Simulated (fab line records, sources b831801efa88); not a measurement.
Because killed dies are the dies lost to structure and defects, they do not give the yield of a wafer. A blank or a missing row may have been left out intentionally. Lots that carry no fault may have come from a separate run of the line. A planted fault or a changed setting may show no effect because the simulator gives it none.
The tool behind it: which one?    flow sky130    11 lots with 33 wafers sampled at 7 steps, on a route of 708 steps

## WHAT THE GAUGES SHOWED, per wafer
SKY_VT_ADJUST_HVTR_CD_MEAS_07: target cd 380 nm. Usual: 380.3 nm for cd nm, sd 2.7.
lot   measured      on         cd nm (nm)         flag
L878  day 9 02:43   cd sem-02  382.4 381.3 380.9  
L880  day 9 23:56   cd sem-01  376.5 378.6 378.6  
L885  day 11 07:37  cd sem-01  375.7 377.0 377.9  
L886  day 11 14:35  cd sem-02  381.4 382.0 381.5  
L893  day 14 03:31  cd sem-02  - - -              OFF
L894  day 15 01:04  cd sem-02  - - -              OFF
L895  day 15 11:28  cd sem-01  378.2 381.5 380.4  
L899  day 16 03:55  cd sem-01  378.2 378.6 379.7  
L898  day 16 05:58  cd sem-01  385.0 382.7 381.7  
L901  day 16 13:20  cd sem-01  376.0 375.6 378.0  
L900  day 16 14:35  cd sem-01  387.3 386.1 387.1  

SKY_VT_ADJUST_HVTR_TW_MEAS_11. Usual: VT_ADJUST_HVTR_TW 209.3, standard deviation 1.7.
lot   measured      on             VT_ADJUST_HVTR_TW  flag
L878  day 9 03:08   film metro-01  214.2 213.3 214.2  
L880  day 10 00:20  film metro-04  207.3 208.2 210.1  
L885  day 11 08:00  film metro-03  207.4 208.1 208.2  
L886  day 11 14:59  film metro-03  207.7 208.0 207.5  
L893  day 14 03:56  film metro-04  208.7 209.7 209.7  
L894  day 15 01:29  film metro-04  208.3 208.3 208.1  
L895  day 15 11:52  film metro-04  208.9 209.5 208.1  
L899  day 16 04:18  film metro-04  208.7 208.1 208.2  
L898  day 16 06:21  film metro-01  210.4 211.6 211.1  
L901  day 16 13:44  film metro-01  210.9 211.3 212.0  
L900  day 16 14:59  film metro-04  208.5 209.6 209.3  

SKY_VT_ADJUST_PCH_TW_MEAS_10. Usual: VT_ADJUST_PCH_TW 142.1, standard deviation 1.9.
lot   measured      on             VT_ADJUST_PCH_TW   flag
L878  day 10 01:01  film metro-04  140.8 140.8 141.7  
L880  day 10 23:44  film metro-02  144.3 144.0 144.9  
L885  day 12 07:14  film metro-03  141.2 140.7 141.0  
L886  day 12 15:10  film metro-04  141.1 140.2 140.7  
L893  day 15 07:10  film metro-02  229.0 229.8 228.8  OFF
L894  day 16 05:25  film metro-03  221.4 222.6 221.3  OFF
L895  day 16 15:13  film metro-04  140.9 140.8 141.5  
L899  day 17 08:26  film metro-03  140.9 140.8 141.6  
L898  day 17 11:34  film metro-04  140.3 140.8 140.1  
L901  day 17 18:58  film metro-04  141.4 140.7 141.5  
L900  day 17 20:34  film metro-03  140.8 141.3 141.6  

SKY_SONOS_TUNNEL_TW_MEAS_12. Usual: SONOS_TUNNEL_TW 198.0, standard deviation 2.4.
lot   measured      on             SONOS_TUNNEL_TW    flag
L878  day 11 01:00  film metro-02  201.2 199.8 202.1  
L880  day 11 23:30  film metro-01  199.0 199.7 198.2  
L885  day 13 08:30  film metro-02  201.3 201.6 200.8  
L886  day 13 16:56  film metro-01  198.9 199.6 200.5  
L893  day 16 11:01  film metro-01  251.3 249.6 248.6  OFF
L894  day 17 10:56  film metro-04  246.8 244.6 246.3  OFF
L895  day 17 21:15  film metro-04  195.2 194.1 195.0  
L899  day 18 14:08  film metro-01  198.8 198.5 198.4  
L898  day 18 17:01  film metro-04  194.5 195.5 194.5  
L901  day 19 00:30  film metro-01  197.5 198.9 197.7  
L900  day 19 03:23  film metro-02  200.9 199.0 200.2  

## TOOL THAT RAN EACH LOT (tool first, then ch and the chambers of the sampled wafers, then the start)
lot   SKY_NWELL_STRIP_25                    SKY_VT_ADJUST_LVTN_STRIP_20           SKY_VT_ADJUST_HVTR_COAT_02
L878  plasma asher-04 ch 0,1, day 5 04:04   plasma asher-04 ch 0,1, day 7 09:33   litho track-03 ch 0, day 8 15:25
L880  plasma asher-03 ch 1, day 5 20:36     plasma asher-04 ch 0, day 8 05:48     litho track-02 ch 0, day 9 12:31
L885  plasma asher-04 ch 0,1, day 6 21:10   plasma asher-02 ch 0,1, day 9 09:30   litho track-02 ch 0, day 10 19:53
L886  plasma asher-02 ch 0,1, day 7 01:34   plasma asher-01 ch 0,1, day 9 15:45   litho track-02 ch 0, day 11 03:11
L893  plasma asher-02 ch 0,1, day 9 03:00   plasma asher-01 ch 0,1, day 12 01:30  litho track-02, day 13 14:26
L894  plasma asher-02 ch 0,1, day 9 20:34   plasma asher-02 ch 0,1, day 12 21:01  litho track-02, day 14 11:08
L895  plasma asher-04 ch 0, day 10 05:49    plasma asher-04 ch 0,1, day 13 07:10  litho track-03 ch 0, day 14 22:04
L899  plasma asher-02 ch 0,1, day 10 20:05  plasma asher-02 ch 0,1, day 13 21:53  litho track-01 ch 0, day 15 13:25
L898  plasma asher-04 ch 0,1, day 10 20:24  plasma asher-02 ch 0,1, day 13 23:12  litho track-03 ch 0, day 15 15:48
L901  plasma asher-04 ch 0,1, day 11 05:01  plasma asher-01 ch 0, day 14 07:17    litho track-02 ch 0, day 15 23:14
L900  plasma asher-02 ch 0,1, day 11 05:36  plasma asher-04 ch 0,1, day 14 08:55  litho track-02 ch 0, day 16 00:38
- SKY_NWELL_STRIP_25: strips in O2/N2.
- SKY_VT_ADJUST_LVTN_STRIP_20: strips in O2/N2.
- SKY_VT_ADJUST_HVTR_COAT_02: resist thk 1140 nm.

## AS READ BY THE TOOLS THEMSELVES (means over the sampled wafers that have a number; for cases with no such wafer, the mark the record gives instead)
SKY_NWELL_STRIP_25. Usual: drypump motor current A 5.71 A, standard deviation 0.3; oes product au 0.723 a.u., standard deviation 0.0045; strip time to endpoint s 37.01 s, standard deviation 0.089.
lot   tool             drypump motor current A (A)  oes product au (a.u.)  strip time to endpoint s (s)  flag
L878  plasma asher-04  5.36                         0.723                  36.99                         
L880  plasma asher-03  5.78                         0.719                  37.11                         
L885  plasma asher-04  5.48                         0.723                  36.86                         
L886  plasma asher-02  6.02                         0.722                  36.93                         
L893  plasma asher-02  6.01                         0.723                  37.00                         
L894  plasma asher-02  6.01                         0.720                  37.04                         
L895  plasma asher-04  5.53                         0.727                  36.93                         
L899  plasma asher-02  6.01                         0.724                  37.05                         
L898  plasma asher-04  5.47                         0.725                  36.90                         
L901  plasma asher-04  5.45                         0.724                  37.02                         
L900  plasma asher-02  6.02                         0.725                  37.09                         

SKY_VT_ADJUST_LVTN_STRIP_20. Usual: drypump motor current A 5.6 A, standard deviation 0.37; oes product au 0.716 a.u., standard deviation 0.004; strip time to endpoint s 14.19 s, standard deviation 0.042.
lot   tool             drypump motor current A (A)  oes product au (a.u.)  strip time to endpoint s (s)  flag
L878  plasma asher-04  5.4                          0.717                  14.11                         
L880  plasma asher-04  5.6                          0.716                  14.13                         
L885  plasma asher-02  6.0                          0.718                  14.17                         
L886  plasma asher-01  5.3                          0.712                  14.22                         
L893  plasma asher-01  5.4                          0.723                  14.24                         
L894  plasma asher-02  6.0                          0.715                  14.24                         
L895  plasma asher-04  5.4                          0.712                  14.20                         
L899  plasma asher-02  6.0                          0.718                  14.18                         
L898  plasma asher-02  6.0                          0.716                  14.24                         
L901  plasma asher-01  5.6                          0.718                  14.14                         
L900  plasma asher-04  5.4                          0.714                  14.16                         

SKY_VT_ADJUST_HVTR_COAT_02. Usual: chill plate temp C 23.01 C, standard deviation 0.11; dispense pressure kPa 48.7 kPa, standard deviation 1; spin speed rpm 3000.1 rpm, standard deviation 2.1.
lot   tool            chill plate temp C (C)  dispense pressure kPa (kPa)  spin speed rpm (rpm)  flag
L878  litho track-03  23.11                   49.4                         2997.9                
L880  litho track-02  22.98                   49.2                         2998.7                
L885  litho track-02  23.00                   49.2                         2999.6                
L886  litho track-02  23.12                   49.2                         2999.6                
L893  litho track-02  -                       -                            -                     OFF
L894  litho track-02  -                       -                            -                     OFF
L895  litho track-03  22.88                   49.5                         3002.1                
L899  litho track-01  22.93                   47.0                         3000.9                
L898  litho track-03  22.82                   49.5                         3000.4                
L901  litho track-02  23.00                   49.3                         2998.8                
L900  litho track-02  23.02                   49.3                         2998.1                

## THE ANSWER, worked out from the rows above alone
Rule: lot off if the mean of its wafers having a number is beyond 3 standard deviations from the usual mean. A lot without any number at a reading at which 4 lots or more have one is off too. Where the step has rows for the other lots, those lots are counted as sound. After the gauges, taken in route order, come the tools' own readings; for these a lot's mean is taken, as printed above. The first step at which some lot is off is used, and at that step the reading that is off furthest; a lot without a number counts as furthest.
Off, at SKY_VT_ADJUST_HVTR_CD_MEAS_07 on cd nm: L893, L894. Without a number there: L893, L894.
If a tool, at a process step before that reading, ran all the lots that are off and no sound lot after the first of them, it fits. Not tried: the gauges at SKY_VT_ADJUST_HVTR_CD_MEAS_07; whatever is off there is also off at SKY_VT_ADJUST_PCH_TW_MEAS_10, on other tools, and gauge error can't account for it. Not one of the candidates tried fits.

## WHAT WAS PUT IN BY THE SIMULATOR
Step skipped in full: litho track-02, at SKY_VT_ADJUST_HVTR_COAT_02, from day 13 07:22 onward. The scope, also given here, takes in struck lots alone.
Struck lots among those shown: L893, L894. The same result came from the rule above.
